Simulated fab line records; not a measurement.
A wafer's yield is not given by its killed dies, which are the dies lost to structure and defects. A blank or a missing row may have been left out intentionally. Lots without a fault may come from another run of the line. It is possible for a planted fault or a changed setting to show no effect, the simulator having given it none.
fab line records	flow sky130
record lots=6	wafers=18	last-day=50
route steps=708 shown SONOS_ONO@176 GATE_OXIDE@187 POLY_GATE@204 PAD_OPEN@708
lots that met no fault: taken from a fault-free run of the same line
start-h: start of the lot's first displayed wafer, in hours after the record's first day	wait-h: hours since the lot's step before	" identical to the entry in the row above	L1.1+2: one row covering several wafers at once	- either no value or no given start	* or withheld: withheld	< > ~ a bound
route shown NAME@n: names a module that has steps shown in the file, with the first one's number in the route	usual: average and standard deviation across the fault-free wafers	same: alike in all rows	chamber/n: place in a boat	sites: per-site readings	_std_site: standard deviation of those values	_edge_site: the outer-site mean with the inner-site mean subtracted	radius-mm: for every site, how far away it sits from the centre of the wafer	mask NAME#n: copy n	behind: the last tool/chamber to shape the wafer	hold: what put the lot on hold/how long, in hours/how the hold closed	device: whichever transistor did not switch (one of n, p or np)	end of line: the route-end tests of the same wafers	a step given without rows: its recipe and nothing more	killed: not the wafer's yield, but the dies lost to structure and defects at the first sort	map: dies across one wafer; x = killed, . = not, _ = none there
set.NAME: the run value of the setting; set.NAME@STEP: its run value at that earlier step	model.NAME: the simulator's own value behind a step, which no gauge read
lots seen at some steps along the route; tables by step, rows by wafer
services: from which hour (start-h, from the record's first day; less than 0 if before it) a tool's chamber was out of use, for how many hours, and why
## steps
# step SKY_SONOS_ONO_COAT_08
# recipe resist=NOVOLAK	spin-rpm=3000	resist-thk-nm=1140
# step SKY_SONOS_ONO_SOFTBAKE_09
# recipe temp-c=90	time-s=60	resist=NOVOLAK
# step SKY_SONOS_ONO_EXPOSE_10
# recipe mask-id=ONOM	target-cd-nm=410	na=0.6	source-shape=conventional	sigma-outer=0.6	dose-mj=150
# step SKY_SONOS_ONO_PEB_11
# recipe temp-c=withheld	time-s=*	resist=NOVOLAK
# step SKY_SONOS_ONO_DEVELOP_12
# recipe develop-time-s=60	dev-temp-c=23
# step SKY_SONOS_ONO_CD_MEAS_13
# recipe target-cd-nm=410
# usual cd-nm=410.0/2.3
lot.wafer	tool	chamber	start-h	wait-h	cd-nm
L685.2	cd-sem-01	-	335.64	0.1	412.2
L685.5	"	-	"	"	412.7
L685.6	"	-	"	"	412.1
L686.3	cd-sem-01	-	337.37	0.1	408.0
L686.4	"	-	"	"	410.1
L686.6	"	-	"	"	407.2
L695.4	cd-sem-02	-	416.69	0.1	410.8
L695.5	"	-	"	"	408.6
L695.6	"	-	"	"	411.5
L698.1	cd-sem-01	-	438.72	0.1	406.8
L698.4	"	-	"	"	407.5
L698.6	"	-	"	"	407.2
L700.2	cd-sem-01	-	458.30	0.1	411.8
L700.4	"	-	"	"	414.8
L700.6	"	-	"	"	412.2
L699.3	cd-sem-02	-	459.67	0.1	410.5
L699.5	"	-	"	"	411.9
L699.6	"	-	"	"	410.4
# step SKY_SONOS_ONO_OVL_MEAS_14
# usual SONOS_ONO_OVL=-0.6/1.3
lot.wafer	tool	chamber	start-h	wait-h	SONOS_ONO_OVL[nm]
L685.2	overlay-01	-	335.74	0.1	1.2
L685.5	"	-	"	"	1.2
L685.6	"	-	"	"	2.2
L686.3	overlay-01	-	337.46	0.1	0.0
L686.4	"	-	"	"	1.4
L686.6	"	-	"	"	1.2
L695.4	overlay-02	-	416.77	0.1	-1.3
L695.5	"	-	"	"	-1.4
L695.6	"	-	"	"	-2.9
L698.1	overlay-01	-	438.84	0.1	-1.7
L698.4	"	-	"	"	-2.5
L698.6	"	-	"	"	-0.3
L700.2	overlay-01	-	458.40	0.1	0.7
L700.4	"	-	"	"	2.0
L700.6	"	-	"	"	1.2
L699.3	overlay-01	-	459.77	0.1	-0.1
L699.5	"	-	"	"	-0.6
L699.6	"	-	"	"	0.4
# step SKY_SONOS_ONO_ETCH_15
# recipe target-depth-nm=19.52	chemistry=CHF3/O2	source-w=600	bias-w=200	pressure-mtorr=40	chf3-flow-sccm=50	O2_flow_sccm=5	time-s=7.8
# usual drypump-motor-current-A=5.8/0.51	oes-product-au=1.002/0.0085	throttle-valve-pct=8.826/0.0088
lot.wafer	tool	chamber	start-h	wait-h	drypump-motor-current-A	oes-product-au	rf-hours-counter-h	throttle-valve-pct
L685.2	rie-diel-02	0	335.77	0.0	4.8	0.999	93	8.826
L685.5	"	3	"	"	6.0	1.007	-	8.834
L685.6	"	2	"	"	5.8	1.003	-	8.820
L686.3	rie-diel-04	2	337.49	0.0	4.9	0.995	51	8.808
L686.4	"	1	"	"	6.5	1.004	81	8.829
L686.6	"	3	"	"	6.0	0.989	-	8.823
L695.4	rie-diel-02	3	416.80	0.0	6.0	1.000	-	8.821
L695.5	"	0	"	"	4.8	0.999	-	8.825
L695.6	"	1	"	"	5.9	1.002	-	8.812
L698.1	rie-diel-02	2	438.87	0.0	5.8	0.977	7	8.815
L698.4	"	1	"	"	6.0	0.993	14	8.815
L698.6	"	1	"	"	5.9	0.985	-	8.818
L700.2	rie-diel-01	0	458.43	0.0	6.3	0.990	6	8.846
L700.4	"	1	"	"	5.4	1.011	37	8.836
L700.6	"	2	"	"	5.9	1.009	-	8.828
L699.3	rie-diel-04	2	459.79	0.0	5.0	0.997	54	8.827
L699.5	"	3	"	"	6.0	1.007	-	8.831
L699.6	"	2	"	"	5.0	1.001	-	8.837
# step SKY_SONOS_ONO_WET_ETCH_16
# recipe chemistry=dHF	target-depth-nm=14	dry=n2-spin	target=SiO2	dilution=100:1	temp-c=25	time-s=280
# step SKY_SONOS_ONO_STRIP_17
# recipe chemistry=O2/N2	power-w=1400	pressure-mtorr=1500	platen-temp-c=withheld	o2-flow-sccm=3000	n2-flow-sccm=300	overash-fraction=0.5
# usual drypump-motor-current-A=5.5/0.37	n2-flow-sccm=300.1/0.9	oes-product-au=0.710/0.0047	strip-time-to-endpoint-s=14.09/0.039
lot.wafer	tool	chamber	start-h	wait-h	drypump-motor-current-A	n2-flow-sccm	oes-product-au	rf-hours-counter-h	strip-time-to-endpoint-s
L685.2	plasma-asher-01	1	335.88	0.0	5.5	300.4	0.705	63	14.12
L685.5	"	0	"	"	5.9	298.8	0.709	-	14.09
L685.6	"	1	"	"	5.5	300.4	0.706	-	14.10
L686.3	plasma-asher-03	0	337.63	0.0	5.5	299.5	0.708	-	14.16
L686.4	"	1	"	"	5.9	299.7	0.713	-	14.16
L686.6	"	1	"	"	5.9	300.1	0.713	-	14.13
L695.4	plasma-asher-01	0	416.93	0.0	5.9	298.6	0.710	-	14.10
L695.5	"	0	"	"	5.9	299.2	0.713	-	14.13
L695.6	"	1	"	"	5.5	300.2	0.705	-	14.11
L698.1	plasma-asher-04	1	438.99	0.0	4.9	300.6	0.710	64	14.09
L698.4	"	0	"	"	5.5	301.3	0.712	-	14.09
L698.6	"	1	"	"	4.9	300.7	0.714	-	14.06
L700.2	plasma-asher-03	0	458.54	0.0	5.5	299.9	0.711	2	14.08
L700.4	"	0	"	"	5.5	299.3	0.712	-	14.10
L700.6	"	1	"	"	5.9	300.2	0.710	-	14.07
L699.3	plasma-asher-04	0	459.93	0.0	5.5	299.6	0.716	-	14.08
L699.5	"	0	"	"	5.4	298.9	0.723	-	14.05
L699.6	"	1	"	"	4.9	300.9	0.703	-	14.12
# step SKY_SONOS_ONO_WET_ETCH_18
# recipe chemistry=H3PO4	target-depth-nm=15	target=Si3N4	temp-c=160	time-s=172
# step SKY_GATE_OXIDE_CLEAN_00
# recipe chemistry=SC1/SC2	mix=1:4:20	temp-c=70	time-s=150	dry=n2-spin
# step SKY_GATE_OXIDE_OXIDATION_01
# recipe temp-c=900	ambient=O2	stabilise-s=600	purge-s=300	target-thk-a=102.68	ox-time-s=1473
# usual spike-tc-upper-C=898.8/1.1
lot.wafer	tool	chamber	start-h	wait-h	spike-tc-upper-C	model.SiO2_of_GATE_OXIDE_OXIDATION_01.thk-nm
L685.2	furnace-01	0	336.09	0.0	897.7	7.314
L685.5	"	0	"	"	899.4	7.43
L685.6	"	0	"	"	899.5	7.383
L686.3	furnace-01	0	338.67	0.9	899.4	7.559
L686.4	"	0	"	"	900.3	7.717
L686.6	"	0	"	"	898.5	7.463
L695.4	furnace-02	0	417.10	0.0	897.2	10.33
L695.5	"	0	"	"	896.9	10.28
L695.6	"	0	"	"	898.1	10.37
L698.1	furnace-01	0	439.20	0.0	899.0	10.3
L698.4	"	0	"	"	898.7	10.39
L698.6	"	0	"	"	898.7	10.38
L700.2	furnace-01	0	458.75	0.0	898.9	10.31
L700.4	"	0	"	"	899.4	10.22
L700.6	"	0	"	"	900.0	10.25
L699.3	furnace-01	0	460.16	0.1	900.0	10.39
L699.5	"	0	"	"	898.9	10.4
L699.6	"	0	"	"	900.0	10.26
# step SKY_GATE_OXIDE_THK_MEAS_02
# recipe reads=SiO2_of_GATE_OXIDE_OXIDATION_01
# usual GATE_OXIDE_OXIDATION_00_THK=10.30/0.17
lot.wafer	tool	chamber	start-h	wait-h	GATE_OXIDE_OXIDATION_00_THK[nm]
L685.2	film-metro-04	-	337.50	0.0	7.29
L685.5	"	-	"	"	7.43
L685.6	"	-	"	"	7.39
L686.3	film-metro-01	-	340.10	0.0	7.59
L686.4	"	-	"	"	7.72
L686.6	"	-	"	"	7.41
L695.4	film-metro-01	-	418.54	0.0	10.35
L695.5	"	-	"	"	10.29
L695.6	"	-	"	"	10.31
L698.1	film-metro-01	-	440.61	0.0	10.33
L698.4	"	-	"	"	10.37
L698.6	"	-	"	"	10.39
L700.2	film-metro-02	-	460.17	0.0	10.31
L700.4	"	-	"	"	10.22
L700.6	"	-	"	"	10.24
L699.3	film-metro-04	-	461.59	0.0	10.39
L699.5	"	-	"	"	10.39
L699.6	"	-	"	"	10.25
# step SKY_GATE_OXIDE_DEHYDRATE_03
# recipe temp-c=200	time-s=60
# step SKY_GATE_OXIDE_HMDS_04
# recipe prime-time-s=60	prime-temp-c=120
# step SKY_GATE_OXIDE_COAT_05
# recipe resist=NOVOLAK	spin-rpm=3000	resist-thk-nm=1140
# step SKY_GATE_OXIDE_SOFTBAKE_06
# recipe temp-c=90	time-s=60	resist=NOVOLAK
# step SKY_GATE_OXIDE_EXPOSE_07
# recipe mask-id=LVOM	na=0.6	source-shape=conventional	sigma-outer=0.6	polarization=unpolarized	target-cd-nm=600	dose-mj=170
# step SKY_GATE_OXIDE_PEB_08
# recipe temp-c=withheld	time-s=*	resist=NOVOLAK
# step SKY_GATE_OXIDE_DEVELOP_09
# recipe resist=NOVOLAK	developer=TMAH	develop-time-s=60	dev-temp-c=23
# step SKY_GATE_OXIDE_OVL_MEAS_10
# usual GATE_OXIDE_OVL=-0.5/1.3
lot.wafer	tool	chamber	start-h	wait-h	GATE_OXIDE_OVL[nm]
L685.2	overlay-01	-	364.92	0.1	0.9
L685.5	"	-	"	"	1.2
L685.6	"	-	"	"	-1.0
L686.3	overlay-02	-	367.15	0.1	-0.9
L686.4	"	-	"	"	-1.6
L686.6	"	-	"	"	-1.1
L695.4	overlay-02	-	449.50	0.1	-0.3
L695.5	"	-	"	"	-2.1
L695.6	"	-	"	"	-1.6
L698.1	overlay-02	-	470.92	0.1	0.5
L698.4	"	-	"	"	-0.2
L698.6	"	-	"	"	-1.6
L700.2	overlay-02	-	490.62	0.1	-1.2
L700.4	"	-	"	"	-0.5
L700.6	"	-	"	"	0.4
L699.3	overlay-01	-	491.88	0.1	0.4
L699.5	"	-	"	"	0.2
L699.6	"	-	"	"	2.1
# step SKY_GATE_OXIDE_IMPLANT_11
# recipe species=B	energy-kev=10	dose-cm2=2.6e+12	tilt-deg=withheld
# step SKY_GATE_OXIDE_WET_ETCH_12
# recipe chemistry=dHF	target-depth-nm=16.8	dry=n2-spin	target=SiO2	dilution=100:1	temp-c=25	time-s=336
# step SKY_GATE_OXIDE_STRIP_13
# recipe chemistry=O2/N2	power-w=1400	pressure-mtorr=1500	platen-temp-c=withheld	o2-flow-sccm=3000	n2-flow-sccm=300	overash-fraction=0.5
# usual drypump-motor-current-A=5.68/0.18	n2-flow-sccm=300.1/0.99	oes-product-au=0.716/0.0043	strip-time-to-endpoint-s=14.18/0.048
lot.wafer	tool	chamber	start-h	wait-h	drypump-motor-current-A	n2-flow-sccm	oes-product-au	rf-hours-counter-h	strip-time-to-endpoint-s
L685.2	plasma-asher-02	0	365.20	0.0	5.66	299.4	0.719	25	14.16
L685.5	"	1	"	"	5.62	300.3	0.721	-	14.19
L685.6	"	0	"	"	5.69	300.9	0.704	-	14.15
L686.3	plasma-asher-03	0	367.46	0.0	5.52	300.1	0.718	-	14.26
L686.4	"	1	"	"	5.89	300.9	0.715	-	14.24
L686.6	"	1	"	"	5.93	300.8	0.709	-	14.24
L695.4	plasma-asher-03	0	449.80	0.0	5.52	299.5	0.716	-	14.20
L695.5	"	0	"	"	5.52	299.3	0.726	-	14.13
L695.6	"	1	"	"	5.90	300.2	0.713	-	14.15
L698.1	plasma-asher-03	1	471.20	0.0	5.88	300.3	0.712	4	14.23
L698.4	"	0	"	"	5.54	299.0	0.713	-	14.24
L698.6	"	1	"	"	5.92	299.5	0.718	-	14.21
L700.2	plasma-asher-02	0	490.91	0.0	5.65	301.1	0.716	37	14.25
L700.4	"	1	"	"	5.59	301.6	0.717	-	14.23
L700.6	"	0	"	"	5.65	301.3	0.717	-	14.20
L699.3	plasma-asher-01	1	492.20	0.0	5.44	298.9	0.711	-	14.17
L699.5	"	0	"	"	5.93	298.8	0.717	-	14.11
L699.6	"	1	"	"	5.44	298.0	0.716	-	14.13
# step SKY_GATE_OXIDE_TW_MEAS_14
# usual GATE_OXIDE_TW=224/4.2
lot.wafer	tool	chamber	start-h	wait-h	GATE_OXIDE_TW
L685.2	film-metro-01	-	365.31	0.1	221
L685.5	"	-	"	"	221
L685.6	"	-	"	"	220
L686.3	film-metro-02	-	367.55	0.1	220
L686.4	"	-	"	"	222
L686.6	"	-	"	"	220
L695.4	film-metro-04	-	449.90	0.1	231
L695.5	"	-	"	"	231
L695.6	"	-	"	"	230
L698.1	film-metro-02	-	471.30	0.1	221
L698.4	"	-	"	"	221
L698.6	"	-	"	"	222
L700.2	film-metro-01	-	491.02	0.1	220
L700.4	"	-	"	"	219
L700.6	"	-	"	"	220
L699.3	film-metro-02	-	492.28	0.1	223
L699.5	"	-	"	"	224
L699.6	"	-	"	"	223
# step SKY_GATE_OXIDE_CLEAN_15
# recipe chemistry=SC1/SC2	mix=1:4:20	temp-c=70	time-s=150	dry=n2-spin
# step SKY_GATE_OXIDE_OXIDATION_16
# recipe temp-c=800	ambient=O2	idle-temp-c=700	ramp-up-c-per-min=10	ramp-down-c-per-min=3	stabilise-s=600	purge-s=300	target-thk-a=35.7	ox-time-s=1915
# usual spike-tc-upper-C=798.3/1.2
lot.wafer	tool	chamber	start-h	wait-h	spike-tc-upper-C	model.SiO2_of_GATE_OXIDE_OXIDATION_01.thk-nm
L685.2	furnace-02	0	366.45	1.0	796.8	8.909
L685.5	"	0	"	"	794.7	9.019
L685.6	"	0	"	"	798.1	9.011
L686.3	furnace-02	0	369.40	1.8	797.9	9.119
L686.4	"	0	"	"	796.4	9.282
L686.6	"	0	"	"	795.9	9.028
L695.4	furnace-01	0	451.51	1.5	799.7	11.68
L695.5	"	0	"	"	799.7	11.63
L695.6	"	0	"	"	799.1	11.72
L698.1	furnace-02	0	471.41	0.0	797.4	11.64
L698.4	"	0	"	"	798.3	11.73
L698.6	"	0	"	"	796.6	11.74
L700.2	furnace-01	0	491.12	0.0	798.8	11.68
L700.4	"	0	"	"	798.7	11.63
L700.6	"	0	"	"	797.7	11.65
L699.3	furnace-01	0	492.65	0.3	798.9	11.74
L699.5	"	0	"	"	799.8	11.79
L699.6	"	0	"	"	798.6	11.63
# step SKY_POLY_GATE_CVD_00
# recipe material=poly-Si	target-thk-nm=180	temp-c=620	time-s=720	pressure-mtorr=200
# step SKY_PAD_OPEN_PROBE_99
# usual killed_at_M0_to_M3=44/7.2	killed_at_M4_up=3.0/1.9	killed-at-contacts=25/4.8	killed-at-front-end=16/4.2	killed-at-other=0.2/0.44	killed-dies=88/9.3	killed-open=48/7.1	killed-short=40/6.5
# same gross-dies=492	killed-at-back-side=0
lot.wafer	tool	chamber	start-h	wait-h	killed_at_M0_to_M3	killed_at_M4_up	killed-at-contacts	killed-at-front-end	killed-at-other	killed-dies	killed-open	killed-short	model.etest.nfet_16v.r-on-ohm-um	model.etest.pfet_16v.r-on-ohm-um	model.etest.pfet-g5v0d10v5.r-on-ohm-um	model.etest.tip-sonos.rs-ohm-sq	model.etest.nfet-g5v0d10v5.r-on-ohm-um	model.etest.nfet-g5v0d10v5.drive-ua-um	model.etest.nfet_05v0_nvt.drive-ua-um	model.etest.tip-p.rs-ohm-sq
L685.2	prober-01	-	1114.45	0.1	45	3	27	14	0	89	47	42	1.276e+04	1.467e+04	4178	2194	1630	778.3	712.5	6738
L685.5	prober-01	-	1114.60	0.2	49	3	25	16	1	94	60	34	1.278e+04	1.466e+04	4208	2239	1659	764.3	708.4	6812
L685.6	prober-01	-	1114.65	0.2	44	0	31	19	0	94	57	37	1.267e+04	1.466e+04	4133	2215	1632	773.9	715.2	6772
L686.3	prober-02	-	1118.81	0.2	57	5	36	12	1	111	57	54	1.255e+04	1.494e+04	4286	2223	1675	755.8	702.1	6828
L686.4	prober-02	-	1118.86	0.2	33	1	20	14	0	68	40	28	1.277e+04	1.523e+04	4222	2250	1646	751.1	693.6	6824
L686.6	prober-02	-	1118.96	0.2	47	4	23	11	0	85	50	35	1.261e+04	1.464e+04	4204	2209	1645	761	708.9	6783
L695.4	prober-01	-	1168.67	0.2	54	6	22	13	0	95	53	42	1.426e+04	1.503e+04	4696	2691	1879	607.7	578.1	6935
L695.5	prober-01	-	1168.72	0.2	41	4	15	12	0	72	37	35	1.414e+04	1.499e+04	4681	2672	1862	605.1	583.5	6938
L695.6	prober-01	-	1168.77	0.2	36	1	21	17	0	75	43	32	1.42e+04	1.532e+04	4730	2676	1852	606.7	576.1	6938
L698.1	prober-02	-	1181.55	0.1	38	3	21	16	1	79	50	29	1.439e+04	1.561e+04	4795	2618	1888	604.4	575.2	6786
L698.4	prober-02	-	1181.70	0.2	50	2	25	17	0	94	54	40	1.454e+04	1.599e+04	4779	2640	1873	602.2	572	6824
L698.6	prober-02	-	1181.80	0.2	48	3	23	16	0	90	48	42	1.462e+04	1.642e+04	4844	2627	1910	598.3	572.4	6811
L700.2	prober-01	-	1187.38	0.1	37	5	24	11	0	77	42	35	1.426e+04	1.473e+04	4678	2601	1872	606.9	579.3	6750
L700.4	prober-01	-	1187.48	0.2	46	9	16	13	0	84	44	40	1.432e+04	1.492e+04	4686	2588	1867	611.3	579.8	6797
L700.6	prober-01	-	1187.58	0.2	43	1	23	20	0	87	47	40	1.418e+04	1.484e+04	4773	2579	1876	605.1	577.4	6753
L699.3	prober-02	-	1191.85	0.2	43	4	27	14	0	88	43	45	1.403e+04	1.47e+04	4672	2625	1888	602.9	576	6725
L699.5	prober-02	-	1191.95	0.2	38	1	22	11	0	72	42	30	1.41e+04	1.512e+04	4770	2624	1916	597.9	570.5	6796
L699.6	prober-02	-	1192.00	0.2	35	3	30	20	1	89	53	36	1.409e+04	1.486e+04	4698	2548	1866	605.4	579.3	6708
# killed by level:class
L685.2 VIA2:geometric-particle:open=10 CONTACT:geometric-particle:open=10 VIA1:geometric-particle:open=8 LI_CONTACT:geometric-particle:open=7 METAL2:geometric-particle:short=7 CONTACT:geometric-particle:short=6 VIA1:geometric-particle:short=5 VIA3:geometric-particle:open=5
L685.5 VIA1:geometric-particle:open=14 VIA3:geometric-particle:open=12 VIA2:geometric-particle:open=8 CONTACT:geometric-particle:open=7 LI_CONTACT:geometric-particle:open=7 FIELD_ISO:geometric-particle:open=4 LI_CONTACT:geometric-particle:short=4 CONTACT:geometric-particle:short=4
L685.6 VIA3:geometric-particle:open=11 CONTACT:geometric-particle:open=9 VIA2:geometric-particle:open=9 LI_CONTACT:geometric-particle:open=8 VIA1:geometric-particle:open=7 FIELD_ISO:geometric-particle:short=6 LI_CONTACT:geometric-particle:short=5 LOCAL_INTERCONNECT:geometric-particle:short=4
L686.3 VIA1:geometric-particle:open=15 METAL2:geometric-particle:short=11 CONTACT:geometric-particle:open=11 LI_CONTACT:geometric-particle:open=10 VIA2:geometric-particle:open=7 LOCAL_INTERCONNECT:geometric-particle:short=6 FIELD_ISO:geometric-particle:short=5 CONTACT:geometric-particle:short=5
L686.4 VIA1:geometric-particle:open=10 CONTACT:geometric-particle:open=9 FIELD_ISO:geometric-particle:open=6 VIA1:geometric-particle:short=5 VIA2:geometric-particle:open=5 LI_CONTACT:geometric-particle:short=4 METAL2:geometric-particle:short=4 LI_CONTACT:geometric-particle:open=3
L686.6 VIA1:geometric-particle:open=13 VIA3:geometric-particle:open=11 METAL1:geometric-particle:short=8 CONTACT:geometric-particle:open=7 CONTACT:geometric-particle:short=5 VIA2:geometric-particle:open=5 LI_CONTACT:geometric-particle:short=4 LI_CONTACT:geometric-particle:open=4
L695.4 VIA1:geometric-particle:open=16 LOCAL_INTERCONNECT:geometric-particle:short=8 VIA2:geometric-particle:open=8 METAL1:geometric-particle:short=6 POLY_GATE:geometric-particle:open=5 LI_CONTACT:geometric-particle:open=5 VIA3:geometric-particle:open=5 CONTACT:geometric-particle:short=4
L695.5 VIA1:geometric-particle:open=11 VIA3:geometric-particle:open=10 METAL1:geometric-particle:short=7 LI_CONTACT:geometric-particle:open=4 LOCAL_INTERCONNECT:geometric-particle:short=4 VIA2:geometric-particle:open=4 METAL4:geometric-particle:short=4 FIELD_ISO:geometric-particle:short=3
L695.6 VIA1:geometric-particle:open=9 FIELD_ISO:geometric-particle:open=6 VIA3:geometric-particle:open=6 CONTACT:geometric-particle:open=6 METAL1:geometric-particle:short=6 POLY_GATE:geometric-particle:open=5 LOCAL_INTERCONNECT:geometric-particle:short=4 LI_CONTACT:geometric-particle:short=4
L698.1 VIA1:geometric-particle:open=15 FIELD_ISO:geometric-particle:open=6 LI_CONTACT:geometric-particle:open=6 CONTACT:geometric-particle:open=6 VIA2:geometric-particle:open=4 FIELD_ISO:geometric-particle:short=4 LI_CONTACT:geometric-particle:short=4 VIA1:geometric-particle:short=4
L698.4 VIA1:geometric-particle:open=14 CONTACT:geometric-particle:open=10 FIELD_ISO:geometric-particle:short=7 LOCAL_INTERCONNECT:geometric-particle:short=7 VIA2:geometric-particle:open=7 VIA3:geometric-particle:open=7 VIA1:geometric-particle:short=5 LI_CONTACT:geometric-particle:open=5
L698.6 VIA2:geometric-particle:open=10 VIA1:geometric-particle:open=8 LI_CONTACT:geometric-particle:open=7 METAL2:geometric-particle:short=7 LOCAL_INTERCONNECT:geometric-particle:short=6 CONTACT:geometric-particle:open=6 VIA3:geometric-particle:open=5 VIA1:geometric-particle:short=5
L700.2 CONTACT:geometric-particle:open=11 VIA1:geometric-particle:open=8 VIA2:geometric-particle:open=6 METAL2:geometric-particle:short=6 METAL3:geometric-particle:short=6 LI_CONTACT:geometric-particle:open=4 LOCAL_INTERCONNECT:geometric-particle:short=4 METAL1:geometric-particle:short=4
L700.4 VIA1:geometric-particle:open=12 VIA1:geometric-particle:short=9 VIA2:geometric-particle:open=7 METAL4:geometric-particle:short=7 FIELD_ISO:geometric-particle:open=5 CONTACT:geometric-particle:short=5 METAL1:geometric-particle:short=4 CONTACT:geometric-particle:open=4
L700.6 METAL2:geometric-particle:short=10 FIELD_ISO:geometric-particle:open=9 LI_CONTACT:geometric-particle:open=8 CONTACT:geometric-particle:open=8 VIA3:geometric-particle:open=7 FIELD_ISO:geometric-particle:short=6 METAL1:geometric-particle:short=6 VIA2:geometric-particle:open=4
L699.3 CONTACT:geometric-particle:open=9 METAL1:geometric-particle:short=9 CONTACT:geometric-particle:short=8 VIA1:geometric-particle:open=7 VIA2:geometric-particle:open=7 METAL2:geometric-particle:short=6 FIELD_ISO:geometric-particle:short=5 VIA1:geometric-particle:short=5
L699.5 VIA1:geometric-particle:open=9 CONTACT:geometric-particle:open=7 VIA2:geometric-particle:open=6 LI_CONTACT:geometric-particle:open=4 LI_CONTACT:geometric-particle:short=4 VIA3:geometric-particle:open=4 CONTACT:geometric-particle:short=4 METAL1:geometric-particle:short=4
L699.6 CONTACT:geometric-particle:open=11 VIA3:geometric-particle:open=9 FIELD_ISO:geometric-particle:open=6 VIA2:geometric-particle:open=6 LI_CONTACT:geometric-particle:open=6 CONTACT:geometric-particle:short=6 VIA1:geometric-particle:open=6 FIELD_ISO:geometric-particle:short=5
## services
tool	chamber	start-h	hours	kind
plasma-asher-03	-	313.40	1.9	repair
plasma-asher-01	-	357.99	0.5	repair
rie-diel-01	-	367.18	2.1	repair
rie-diel-01	-	370.27	28.1	pm
plasma-asher-02	-	376.84	2.1	repair
rie-diel-02	0	405.02	3.5	repair
rie-diel-02	2	414.64	3.4	repair
plasma-asher-01	-	415.83	0.4	repair
plasma-asher-03	-	421.25	9.0	pm
plasma-asher-03	0	421.25	9.0	vent-cycle
plasma-asher-03	1	421.25	9.0	vent-cycle
rie-diel-02	-	423.66	14.6	pm
rie-diel-01	3	425.04	4.0	repair
plasma-asher-03	-	427.01	0.8	repair
plasma-asher-03	0	430.25	-	clean
plasma-asher-03	1	430.25	-	clean
plasma-asher-01	-	431.53	0.6	repair
plasma-asher-03	-	453.94	3.0	repair
furnace-02	-	460.98	2.9	pm
rie-diel-02	0	480.24	-	clean
rie-diel-02	0	480.24	21.4	scheduled-down
rie-diel-02	0	480.24	21.4	vent-cycle
furnace-02	-	488.37	3.1	pm
## key
first-sign step=SKY_GATE_OXIDE_THK_MEAS_02	reading=GATE_OXIDE_OXIDATION_00_THK	direction=down	sigmas=17	usual=10.30	struck=7.47
effect none on later readings
model-effect step=SKY_GATE_OXIDE_OXIDATION_01	value=SiO2_of_GATE_OXIDE_OXIDATION_01.thk-nm	without=10.16	struck=7.478
model-effect step=SKY_GATE_OXIDE_OXIDATION_16	value=SiO2_of_GATE_OXIDE_OXIDATION_01.thk-nm	without=11.52	struck=9.061
model-effect step=SKY_PAD_OPEN_PROBE_99	value=etest.nfet_16v.r-on-ohm-um	without=1.4e+04	struck=1.269e+04
met-at SKY_GATE_OXIDE_OXIDATION_01
struck-wafers L685.2,L685.5,L685.6,L686.3,L686.4,L686.6
tester-left-out L685,L686
fault kind=process-parameter-drift	tool=furnace-01	chamber=-	onset-h=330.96	steps=SKY_GATE_OXIDE_OXIDATION_01	channel=ox-time-s	offset=*	shape=step	end-h=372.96	acts-in=*	stated=*
# tester-left-out: of these lots the tester's yield and bins aren't shown, on N5 and GAA mostly nor the transistor test; their killed dies are dies lost to structure and defects alone, not to doping, threshold or leakage, so they don't give the yield
